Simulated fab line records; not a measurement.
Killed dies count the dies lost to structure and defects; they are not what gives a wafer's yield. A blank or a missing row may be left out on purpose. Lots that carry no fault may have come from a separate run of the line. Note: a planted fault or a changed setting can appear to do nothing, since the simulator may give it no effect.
2 desks, one fault | flow sfq_line | numbers are kept per desk, each desk with only its own; the story behind them comes last

== AT THE METROLOGY DESK ==
What the gauges read for every lot (on any tool): the sampled wafers with a number, averaged. Marked OUT: a lot whose mean sits more than 4 standard deviations from the usual mean, which makes it out of limits; the brackets give that distance.
Columns: A = M7_NB_RS at SFQ_M7_RS_MEAS_943, usual 0.893 ohm/sq
lot  | first seen here | A
L205 | day 67 21:40    | 0.899
L207 | day 68 13:31    | 0.878
L209 | day 68 19:32    | 0.902
L210 | day 68 20:41    | 0.879
L211 | day 69 01:58    | 0.903
L212 | day 76 02:53    | 0.879
L216 | day 76 20:52    | 0.885
L217 | day 77 01:42    | 0.888
L221 | day 83 03:47    | 1.192 (+30) OUT
L222 | day 83 21:53    | 1.060 (+17) OUT
L223 | day 84 00:07    | 0.899
L224 | day 84 02:29    | 0.879
L226 | day 84 19:51    | 0.889
L228 | day 85 03:45    | 0.893
This desk's result: L221, L222 out of limits, first on L221 (M7_NB_RS at SFQ_M7_RS_MEAS_943), day 83 03:47. L205, L207, L209, L210, L211, L212, L216, L217, L223, L224, L226, L228: within limits.

== AT THE TOOL OWNER'S DESK: pvd_sputter-05 ==
The tool's own readings at SFQ_TRILAYER_M7_DEP_SPUTTER_175 (material Nb, target thk 200 nm, time 133.3 s): means of the sampled wafers that have a number, for each lot that ran on this tool. Marked OUT: a lot whose mean sits more than 4 standard deviations from the usual mean, which makes it out of limits; the brackets give that distance.
Columns: A = throttle_valve_pct at SFQ_TRILAYER_M7_DEP_SPUTTER_175, usual 29.1 %
lot  | first seen here | A
L211 | day 69 01:53    | 29.4
L217 | day 77 01:37    | 29.4
L221 | day 83 03:41    | 30.2
L222 | day 83 21:47    | 30.2
Finding of this desk: none of the 4 lots has anything out of limits.

== PUT TOGETHER ==
The metrology desk could have raised an alarm at day 83 03:47, on L221, L222.
Nothing out of limits was seen by the tool owner's desk.
The tool owner's desk has L221, L222 on record, within its limits.
All the named lots went through SFQ_TRILAYER_M7_DEP_SPUTTER_175 on pvd_sputter-05.

== WHAT THE SIMULATOR HAD INSERTED ==
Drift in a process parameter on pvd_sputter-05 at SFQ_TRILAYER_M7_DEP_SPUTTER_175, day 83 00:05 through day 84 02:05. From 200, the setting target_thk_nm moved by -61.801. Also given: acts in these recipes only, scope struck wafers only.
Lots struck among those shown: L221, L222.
Delay in hours, fault start to first out-of-limits reading, per desk: metrology desk 4.
